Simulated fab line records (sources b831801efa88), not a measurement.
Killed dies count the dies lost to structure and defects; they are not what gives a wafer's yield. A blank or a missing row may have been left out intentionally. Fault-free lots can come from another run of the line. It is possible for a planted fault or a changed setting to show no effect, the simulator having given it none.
Which of the tools did it? | flow gf180mcu | 42 wafers from 14 lots sampled at 5 of the route's 602 steps

## WHAT THE GAUGES READ, wafer by wafer
GF_VT_IMPLANT_TW_MEAS_10.
lot  | measured     | on           | VT_IMPLANT_TW
L802 | day 5 11:50  | filmMetro-01 | 561 561 562
L803 | day 5 18:43  | filmMetro-04 | 566 565 568
L805 | day 6 05:19  | filmMetro-03 | 561 562 561
L806 | day 6 13:22  | filmMetro-01 | 562 566 563
L808 | day 6 23:22  | filmMetro-03 | 558 561 559
L809 | day 7 14:41  | filmMetro-01 | 557 557 556
L811 | day 7 21:01  | filmMetro-04 | 565 565 564
L812 | day 8 16:40  | filmMetro-03 | 563 563 565
L813 | day 9 02:27  | filmMetro-03 | 561 563 563
L819 | day 10 03:37 | filmMetro-03 | 565 567 568
L821 | day 10 19:45 | filmMetro-01 | 562 560 561
L823 | day 11 03:40 | filmMetro-03 | 566 568 567
L824 | day 11 07:55 | filmMetro-03 | 567 569 567
L825 | day 11 12:10 | filmMetro-01 | 554 556 553

GF_VT_IMPLANT_TW_MEAS_43.
lot  | measured     | on           | VT_IMPLANT_4_TW
L802 | day 7 07:55  | filmMetro-04 | 695 691 694
L803 | day 7 15:28  | filmMetro-03 | 693 692 687
L805 | day 8 03:13  | filmMetro-01 | 686 681 684
L806 | day 8 12:07  | filmMetro-04 | 696 697 697
L808 | day 9 00:07  | filmMetro-04 | 691 690 691
L809 | day 9 17:13  | filmMetro-04 | 688 689 687
L811 | day 10 00:07 | filmMetro-03 | 699 692 695
L812 | day 10 20:46 | filmMetro-01 | 685 686 689
L813 | day 11 08:01 | filmMetro-04 | 690 692 685
L819 | day 12 10:04 | filmMetro-01 | 686 683 687
L821 | day 13 04:37 | filmMetro-04 | 688 692 692
L823 | day 13 13:46 | filmMetro-01 | 685 682 682
L824 | day 13 17:19 | filmMetro-01 | 683 680 684
L825 | day 13 23:31 | filmMetro-04 | 688 686 685

GF_POLY_GATE_THK_MEAS_01.
lot  | measured     | on           | POLY_GATE_CVD_00_THK (nm)
L802 | day 8 07:05  | filmMetro-01 | 201.4 202.1 203.3
L803 | day 8 14:25  | filmMetro-04 | 199.4 199.5 200.4
L805 | day 9 02:24  | filmMetro-04 | 199.9 198.4 201.7
L806 | day 9 12:58  | filmMetro-01 | 202.0 201.8 200.4
L808 | day 10 03:40 | filmMetro-01 | 201.4 200.7 201.5
L809 | day 10 16:34 | filmMetro-02 | 199.7 198.0 199.8
L811 | day 11 01:59 | filmMetro-02 | 201.0 199.8 198.7
L812 | day 11 20:41 | filmMetro-01 | 199.2 199.2 198.5
L813 | day 12 08:27 | filmMetro-01 | 200.5 201.6 200.1
L819 | day 13 13:39 | filmMetro-02 | 202.1 200.0 199.7
L821 | day 14 09:16 | filmMetro-02 | 199.5 199.8 200.8
L823 | day 14 15:41 | filmMetro-04 | 201.3 201.4 202.2
L824 | day 14 20:53 | filmMetro-04 | 199.5 199.6 200.8
L825 | day 15 02:47 | filmMetro-04 | 200.8 202.6 200.7

GF_HV_LDD_RS_MEAS_53: measurement is done with a four-point probe.
lot  | measured     | on           | HV_LDD_RS (ohm/sq)
L802 | day 12 02:56 | filmMetro-02 | 418.5 417.2 419.0
L803 | day 12 11:04 | filmMetro-04 | 418.4 419.5 419.6
L805 | day 13 03:37 | filmMetro-04 | 418.1 417.3 416.8
L806 | day 13 13:37 | filmMetro-04 | 416.8 417.3 417.0
L808 | day 14 05:02 | filmMetro-04 | 418.2 417.2 418.8
L809 | day 14 22:52 | filmMetro-03 | 418.1 418.1 416.9
L811 | day 15 07:41 | filmMetro-03 | 417.7 418.5 418.6
L812 | day 16 09:39 | filmMetro-02 | 418.6 418.7 419.2
L813 | day 16 20:57 | filmMetro-04 | 417.4 417.1 417.6
L819 | day 18 07:20 | filmMetro-02 | - - -
L821 | day 19 04:22 | filmMetro-04 | - - -
L823 | day 19 12:54 | filmMetro-04 | 418.1 418.1 419.4
L824 | day 19 18:44 | filmMetro-04 | 418.7 419.1 419.1
L825 | day 20 01:56 | filmMetro-04 | 419.5 419.8 419.2

## TOOL THAT RAN EACH LOT (tool first, then ch and the chambers of the sampled wafers, then the start)
lot  | GF_HV_LDD_IMPLANT_36
L802 | implanter-01 ch 0, day 11 07:56
L803 | implanter-01 ch 0, day 11 15:37
L805 | implanter-03 ch 0, day 12 07:13
L806 | implanter-01 ch 0, day 12 17:11
L808 | implanter-01 ch 0, day 13 08:40
L809 | implanter-01 ch 0, day 14 01:22
L811 | implanter-01 ch 0, day 14 10:53
L812 | implanter-03 ch 0, day 15 10:53
L813 | implanter-03 ch 0, day 15 21:59
L819 | implanter-01 ch 0, day 17 07:08
L821 | implanter-01 ch 0, day 18 04:19
L823 | implanter-02 ch 0, day 18 11:50
L824 | implanter-03 ch 0, day 18 17:09
L825 | implanter-03 ch 0, day 19 01:25
- GF_HV_LDD_IMPLANT_36

## AS READ BY THE TOOLS THEMSELVES (means over the sampled wafers that have a number; for cases with no such wafer, the mark the record gives instead)
GF_HV_LDD_IMPLANT_36.
lot  | tool         | tiltDeg (degrees)
L802 | implanter-01 | 29.989
L803 | implanter-01 | 29.980
L805 | implanter-03 | 29.994
L806 | implanter-01 | 29.989
L808 | implanter-01 | 29.991
L809 | implanter-01 | 30.001
L811 | implanter-01 | 29.995
L812 | implanter-03 | 29.984
L813 | implanter-03 | 30.019
L819 | implanter-01 | 31.485
L821 | implanter-01 | 31.516
L823 | implanter-02 | 30.008
L824 | implanter-03 | 30.003
L825 | implanter-03 | 29.999

## THE ANSWER, worked out from the rows above alone
Rule: what is usual is taken from the lots themselves. The widest of any qualifying gaps counts: lots, ordered by their means at a reading, are off when they make up no more than a third of the lots, leave a main group of 4 or more, and stand apart from it by 3 or more times the standard deviation of that group's means. A main group is skipped when, at the precision printed for the reading in the tables above, its means are all equal. A lot without any number at a reading at which 4 lots or more have one is off too. Any other lot the step has rows for is counted as sound. Order of review: gauges by route order, followed by the tools' own readings, for which a lot's mean as printed above is used. The first step at which some lot is off is used, and at that step the reading that is off furthest; a lot without a number counts as furthest.
Off: L819, L821, at GF_HV_LDD_RS_MEAS_53 (HV_LDD_RS). Without a number there: L819, L821. The main group: mean 418.3 ohm/sq, standard deviation 0.74.
If a tool, at a process step before that reading, ran all the lots that are off and no sound lot after the first of them, it fits. The gauges at GF_HV_LDD_RS_MEAS_53 aren't tried: what is off there is off at GF_HV_LDD_IMPLANT_36 too, on other tools, and a gauge's error can't cause that. One candidate fits, namely implanter-01 at GF_HV_LDD_IMPLANT_36. A fault onset in the window from L811 (day 14 10:53, its last sound lot) to L819 (day 17 07:08, its first lot off) fits.
The tool's own readings at GF_HV_LDD_IMPLANT_36 bear it out: on the lots that are off they differ by more than 5 times the standard deviation of the sound lots' means. tiltDeg reads 31.500 degrees there against 29.996 degrees on the sound lots.

## WHAT WAS PUT IN BY THE SIMULATOR
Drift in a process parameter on implanter-01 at GF_HV_LDD_IMPLANT_36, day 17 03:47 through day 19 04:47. Setting tiltDeg shifted by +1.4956 from 30. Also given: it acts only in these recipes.
Struck lots among those shown: L819, L821. The rule above found the same.
